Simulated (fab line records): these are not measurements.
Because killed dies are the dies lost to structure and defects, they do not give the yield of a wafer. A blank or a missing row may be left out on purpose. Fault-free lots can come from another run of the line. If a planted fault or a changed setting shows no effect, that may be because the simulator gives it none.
Struck lot and sound lot, side by side || flow sky130 || 18 out of 708 route steps
Sound: the wafers L962.1, L962.3, L962.5. Struck: wafers L967.1, L967.6 (left out: L967.2, a lot-mate that was not struck); the cause follows at the end.
For every step that has rows: the tool of each side, followed by ch and its chambers, followed by its first start. Under that, the readings that differ: sound wafers || struck wafers || difference of the means || sigmas: that difference in standard deviations of wafers without a fault.
alike: readings whose means differ by less than 2 such deviations, and words and numbers that are the same on both sides. not compared: withheld readings, readings that some wafer has no value for, bounds like >300 that may hide the same value, and numbers for which the record gives no deviation and whose values overlap.
Wherever a step has rows on one side only, a row that says differs or no value, or a row with sigmas, the two part there. Numbers that don't overlap but have no deviation are shown without sigmas and don't part them. A reading that every wafer of one side lacks parts them only if that side has two wafers or more.

first, 2 steps without rows for these wafers: SKY_CONTACT_PEB_12; SKY_CONTACT_DEVELOP_13 (develop time 60 s).
SKY_CONTACT_CD_MEAS_14: target cd 170 nm.
  sound on cd-sem-02, day 35 12:23; struck on cd-sem-02, day 36 21:05
  alike: cd-nm
SKY_CONTACT_OVL_MEAS_15:
  sound on overlay-01, day 35 12:30; struck on overlay-02, day 36 21:12
  alike: CONTACT_OVL
SKY_CONTACT_ETCH_16: etches BARC in N2/H2, stops on SiO2, time 45.9 s, target depth 60 nm.
  sound on rie-diel-03 ch 0,1,3, day 35 12:32; struck on rie-diel-03 ch 1,2, day 36 21:14
  alike: drypump-motor-current-A, oes-product-au, throttle-valve-pct
  not compared: rf-hours-counter-h
SKY_CONTACT_ETCH_17: etches SiO2 in C4F8/O2/Ar, stops on Si3N4, target depth 340 nm.
  sound on rie-diel-03 ch 0,1,3, day 35 12:35; struck on rie-diel-03 ch 1,2, day 36 21:17
  alike: oes-product-au
SKY_CONTACT_ETCH_18: etches Si3N4 in CHF3/O2, stops on TiN, time 39 s, target depth 75 nm.
  sound: rie-diel-03 ch 0,1,3; struck: rie-diel-03 ch 1,2
  alike: O2_flow_sccm, chf3-flow-sccm, drypump-motor-current-A, oes-product-au, throttle-valve-pct
  not compared: rf-hours-counter-h
SKY_CONTACT_STRIP_19: strips in O2/N2.
  sound on plasma-asher-03 ch 0,1, day 35 12:40; struck on plasma-asher-03 ch 1, day 36 21:22
  alike: drypump-motor-current-A, oes-product-au, strip-time-to-endpoint-s
  not compared: rf-hours-counter-h
then, 4 steps without rows for these wafers: SKY_CONTACT_STRIP_20 (strips in post etch residue remover, time 1200 s); SKY_CONTACT_CLEAN_21 (cleans in IPA, time 180 s); SKY_CONTACT_CLEAN_22 (cleans in O3/DIW); SKY_CONTACT_SPUTTER_23 (material TiN, target thk 20 nm, time 80 s).
SKY_CONTACT_CVD_24: deposits W, target thk 340 nm, time 102.12 s.
  sound on cvd-w-02 ch 0,1, day 35 13:19; struck on cvd-w-02 ch 0, day 36 22:01
{"reading": "model.W_of_CONTACT_CVD_24.thk-nm (nm)", "sound": "338.5 330.7 332.9", "struck": "239.9 240", "difference": -94.1, "sigmas": ""}
  alike: heater-power-w
SKY_CONTACT_RS_MEAS_25: the measuring method here is four-point-probe.
  sound on film-metro-04, day 35 13:26; struck on film-metro-04, day 36 22:08
{"reading": "CONTACT_W_RS (ohm/sq)", "sound": "0.339 0.348 0.345", "struck": "0.481 0.480", "difference": "+0.137", "sigmas": "+33"}
SKY_CONTACT_THK_MEAS_26: measures by xrf.
  sound on film-metro-04, day 35 13:33; struck on film-metro-04, day 36 22:15
{"reading": "CONTACT_W_THK (nm)", "sound": "352 344 347", "struck": "246 246", "difference": -102, "sigmas": -18}
SKY_CONTACT_CMP_27: polishes, stops on SiO2, t overpolish 15 s, target thk 0 nm.
  sound on cmp-01 ch 0,1,3, day 35 13:37; struck on cmp-01 ch 0,3, day 36 22:22
{"reading": "head-pressure-psi (psi)", "sound": "3.503 3.510 3.513", "struck": "3.481 3.498", "difference": -0.019, "sigmas": -2}
{"reading": "time-to-endpoint-s (s)", "sound": "83 85 80", "struck": "57 59", "difference": -25, "sigmas": -6}
  alike: motor-current-A
SKY_METAL1_SPUTTER_00: material Ti, target thk 15 nm, time 10 s.
  sound on pvd-sputter-03, day 35 13:55; struck on pvd-sputter-03, day 36 22:37
  alike: throttle-valve-pct
-- the record jumps here: 13 days lie between the struck wafers' starts before and after (it left off in module METAL1 and takes up again in module PAD_OPEN, whose first step shown is number 708 of the route) --
SKY_PAD_OPEN_PROBE_99:
  sound on prober-02, day 49 00:45; struck on prober-01, day 50 02:14
  alike: killed_at_M0_to_M3, killed_at_M4_up, killed-at-contacts, killed-at-front-end, killed-at-other, killed-dies, killed-open, killed-short

WHERE THEY PART
Earliest at SKY_CONTACT_RS_MEAS_25; latest, in this record, at SKY_CONTACT_CMP_27. Later steps at which nothing parts them and some readings are alike: SKY_METAL1_SPUTTER_00, SKY_PAD_OPEN_PROBE_99.

WHY: what had been put in by the simulator
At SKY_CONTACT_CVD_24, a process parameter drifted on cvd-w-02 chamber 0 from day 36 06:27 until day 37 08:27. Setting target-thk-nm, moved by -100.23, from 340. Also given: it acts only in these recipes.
